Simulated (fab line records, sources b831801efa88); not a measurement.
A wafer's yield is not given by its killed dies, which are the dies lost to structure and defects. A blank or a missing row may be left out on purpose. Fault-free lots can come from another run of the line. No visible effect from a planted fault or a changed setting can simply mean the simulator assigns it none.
Comparing a struck lot with a sound one / flow sky130 / 15 out of 708 route steps
Sound: these wafers, L596.2, L596.3, L596.6. Struck: wafer L602.6 (L602.2, L602.3, from the same lot, were not struck and are left out); the cause is given at the end.
For every step that has rows: the tool of each side, followed by ch and its chambers, followed by its first start. Under that, the readings that differ: sound wafers / struck wafers / difference of the means / sigmas: that difference in standard deviations of wafers without a fault.
alike: readings whose means differ by less than 2 such deviations, and words and numbers that are the same on both sides. not compared: withheld readings, readings that some wafer has no value for, bounds like >300 that may hide the same value, and numbers for which the record gives no deviation and whose values overlap.
A row with sigmas, a row that says differs or no value, or rows on one side alone: a step with any of these is where the two part. Numbers that have no deviation but don't overlap get no sigmas and don't part them. Lack of a reading on every wafer of one side parts them only where that side has two or more wafers.

SKY_VIA3_ETCH_14: etches BARC in N2/H2, stops on SiO2, time 45.9 s, target depth 60 nm.
  sound on rie diel-04 ch 1,2, day 40 23:40; struck on rie diel-02 ch 3, day 44 05:07
  alike: drypump motor current A, oes product au, throttle valve pct
  not compared: rf hours counter h
SKY_VIA3_ETCH_15: etches SiO2 in C4F8/O2/Ar, stops on TiN, target depth 507 nm, time 78 s.
  sound on rie diel-04 ch 1,2, day 40 23:43; struck on rie diel-02 ch 3, day 44 05:09
  alike: oes product au
  not compared: rf hours counter h
then, 5 steps without rows for these wafers: SKY_VIA3_STRIP_16 (strips in O2/N2); SKY_VIA3_STRIP_17 (strips in post etch residue remover, time 1200 s); SKY_VIA3_CLEAN_18 (cleans in IPA, time 180 s); SKY_VIA3_CLEAN_19 (cleans in O3/DIW); SKY_VIA3_SPUTTER_20 (material TiN, target thk 20 nm, time 80 s).
SKY_VIA3_CVD_21: deposits W, target thk 390 nm, time 117.31 s.
  sound on cvd w-01 ch 0,1, day 41 00:28; struck on cvd w-02 ch 1, day 44 05:52
reading=heater power w (W); sound=740 742 676; struck=851; difference=+132; sigmas=+2
SKY_VIA3_RS_MEAS_22: uses a four-point probe to measure.
  sound on film metro-04 at day 41 00:36; struck on film metro-02 at day 44 06:00
  alike: VIA3_W_RS
SKY_VIA3_THK_MEAS_23: measures by xrf.
  sound on film metro-04 at day 41 00:43; struck on film metro-02 at day 44 06:07
  alike: VIA3_W_THK
then, 1 step without rows for these wafers: SKY_VIA3_CMP_24 (polishes, stops on SiO2, t overpolish 20 s, target thk 0 nm).
SKY_METAL4_SPUTTER_00: material Ti, target thk 15 nm, time 10 s.
  sound on pvd sputter-02 at day 41 01:04; struck on pvd sputter-01 at day 44 06:28
reading=throttle valve pct (%); sound=29.9 31.1 30.7; struck=28.7; difference=-1.9; sigmas=-2
SKY_METAL4_SPUTTER_01: material TiN, target thk 20 nm, time 16.7 s.
  sound on pvd sputter-02 at day 41 01:05; struck on pvd sputter-01 at day 44 06:29
reading=model.TiN_of_METAL4_SPUTTER_01.thk nm (nm); sound=19.83 19.9 19.95; struck=27.14; difference=+7.25; sigmas=
  alike: throttle valve pct
SKY_METAL4_SPUTTER_02: material AlCu, target thk 735 nm, time 39.1 s.
  sound on pvd sputter-02 at day 41 01:07; struck on pvd sputter-01 at day 44 06:31
  alike: throttle valve pct
-- the record jumps here: 5 days lie between the struck wafers' starts before and after (it left off in module METAL4 and takes up again in module PAD_OPEN, whose first step shown is number 708 of the route) --
SKY_PAD_OPEN_PROBE_99:
  sound on prober-02 at day 46 18:58; struck on prober-02 at day 49 17:57
reading=killed open; sound=48 43 39; struck=58; difference=+15; sigmas=+2
reading=sort_bin_5_function (%); sound=10.2 7.7 8.3; struck=11.8; difference=+3.1; sigmas=+2
  alike: defect limited yield, killed_at_M0_to_M3, killed_at_M4_up, killed at contacts, killed at front end, killed at other, killed dies, killed on rim, killed short, sort_bin_3_pad_short, sort_bin_6_memory, sort n pass, sort yield pct

## WHERE THEY PART
At SKY_VIA3_CVD_21 first; at SKY_PAD_OPEN_PROBE_99 last (within this record only).

WHY: what had been put in by the simulator
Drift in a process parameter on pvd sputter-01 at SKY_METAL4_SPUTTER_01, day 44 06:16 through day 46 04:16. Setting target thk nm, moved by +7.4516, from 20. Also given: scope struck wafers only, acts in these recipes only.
